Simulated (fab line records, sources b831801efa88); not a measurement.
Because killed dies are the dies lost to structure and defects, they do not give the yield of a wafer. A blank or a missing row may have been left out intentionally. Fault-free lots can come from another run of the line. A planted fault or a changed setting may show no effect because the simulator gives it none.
Matching of chambers	flow gf180mcu	pecvd-03 running GF_PASSIVATION_CVD_02: 3 sister chambers
The step deposits Si3N4, target thk 700 nm, time 486.18 s. 14 wafers are shown with their chamber, then 7 later ones without.

EACH WAFER AND ITS CHAMBER
wafer	chamber	heater_power_w (W)
L981.4	2	600
L981.5	0	854
L981.6	1	703
L983.1	0	765
L983.2	2	721
L983.4	0	786
L984.2	2	712
L984.4	0	844
L984.6	2	730
L985.1	0	842
L985.3	1	703
L985.4	2	609
L995.1	1	618
L995.2	2	710

SIGNATURES (means of the wafers above)
reading	chamber 0	chamber 1	chamber 2	scatter within a chamber
heater_power_w	818.20	674.67	680.33	51.1
Rule: for a wafer and a chamber, the distance is found by dividing, reading by reading, the gap between the wafer's reading and the chamber's mean by the reading's scatter, squaring, summing and taking the root. If the next closest chamber is less than 2 further off than the closest, the wafer can't be placed; otherwise it belongs to the closest. The scatter: take each reading less its chamber's mean, square it, sum over the shown wafers, divide by the number of wafers less the number of chambers, and take the root.

WAFERS MISSING THEIR CHAMBER
wafer	heater_power_w (W)
L995.5	758
L102.2	771
L102.4	775
L102.5	684
L103.3	832
L103.5	714
L103.6	842

WHICH CHAMBER EACH ONE RAN IN
wafer	from the rows above	in truth
L995.5	can't be placed: 0 or 2 or 1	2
L102.2	can't be placed: 0 or 2 or 1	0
L102.4	can't be placed: 0 or 2 or 1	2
L102.5	can't be placed: 2 or 1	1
L103.3	0	0
L103.5	can't be placed: 2 or 1 or 0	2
L103.6	0	0
Placed correctly: 2 of 7. Unplaceable from these rows: 5, with the true chamber sitting among the candidates in 5. Wrongly placed: 0.
